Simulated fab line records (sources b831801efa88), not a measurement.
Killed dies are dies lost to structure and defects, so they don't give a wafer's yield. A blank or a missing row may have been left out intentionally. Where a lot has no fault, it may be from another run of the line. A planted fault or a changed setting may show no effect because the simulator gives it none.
2 desks looking at one fault | flow sky130 | what lay behind the numbers comes last; until then each desk has only its own

== METROLOGY DESK ==
What the gauges read, lot by lot, whatever tool the lot ran on: means of the sampled wafers that have a number. A lot is out of limits, marked OUT, if its mean lies more than 4 standard deviations from the usual mean; the brackets give that distance.
Columns: A = VIA1_W_RS at SKY_VIA1_RS_MEAS_22, usual 0.427 ohm/sq; B = VIA3_BOW at SKY_VIA3_BOW_MEAS_03, usual 79 um
lot  | first seen here | A     | B
L431 | day 34 16:25    | 0.430 | 77
L433 | day 35 16:06    | 0.431 | 78
L436 | day 36 18:28    | 0.425 | 80
L437 | day 37 07:04    | 0.423 | 81
L438 | day 37 11:44    | 0.425 | 83
L439 | day 37 19:59    | 0.430 | 73
L440 | day 38 00:02    | 0.421 | 78
L445 | day 39 17:29    | 0.433 | 84
L442 | day 39 17:58    | 0.427 | 82
L446 | day 40 01:58    | 0.421 | 83
L451 | day 41 15:08    | 0.422 | 78
L452 | day 41 18:38    | 0.426 | 88
This desk's verdict: no lot among the 12 shows anything out of limits.

== FOR THE TOOL OWNER'S DESK: rie metal-04 ==
The tool's own readings at SKY_METAL3_ETCH_16 (etches BARC in N2/H2, stops on SiO2, time 88.2 s, target depth 60 nm): means of the sampled wafers that have a number, for each lot that ran on this tool. A lot is out of limits, marked OUT, if its mean lies more than 4 standard deviations from the usual mean; the brackets give that distance.
Columns: A = drypump motor current A at SKY_METAL3_ETCH_16, usual 5.7 A; B = h2 flow sccm at SKY_METAL3_ETCH_16, usual 199.9 sccm; C = oes product au at SKY_METAL3_ETCH_16, usual 0.625 a.u.; D = run length s at SKY_METAL3_ETCH_16, usual 116.4 s; E = throttle valve pct at SKY_METAL3_ETCH_16, usual 13.206 %
lot  | first seen here | A   | B     | C     | D               | E
L436 | day 41 04:44    | 5.8 | 200.3 | 0.626 | 116.0           | 13.203
L437 | day 41 16:11    | 5.9 | 200.2 | 0.626 | 116.4           | 13.212
L442 | day 43 23:38    | 6.1 | 200.2 | 0.624 | 116.0           | 13.213
L445 | day 44 00:12    | 5.9 | 199.8 | 0.628 | 116.0           | 13.201
L446 | day 44 05:00    | 5.8 | 200.1 | 0.609 | 122.8 (+16) OUT | 13.207
This desk's verdict: out of limits on L446, starting with L446 at day 44 05:00 (run length s at SKY_METAL3_ETCH_16). In limits: L436, L437, L442, L445.

== BROUGHT TOGETHER ==
The tool owner's desk had the chance to raise an alarm at day 44 05:00 on L446.
Nothing out of limits was seen by the metrology desk.
The metrology desk holds a record of L446, inside its limits.
The lots listed all ran SKY_METAL3_ETCH_16 on rie metal-04.

== WHAT HAD BEEN PUT IN BY THE SIMULATOR ==
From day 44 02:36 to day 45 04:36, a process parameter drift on rie metal-04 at SKY_METAL3_ETCH_16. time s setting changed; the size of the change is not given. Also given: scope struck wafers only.
Lots struck among those shown: L446.
Delay in hours, fault start to first out-of-limits reading, by desk: the tool owner's desk at 2.
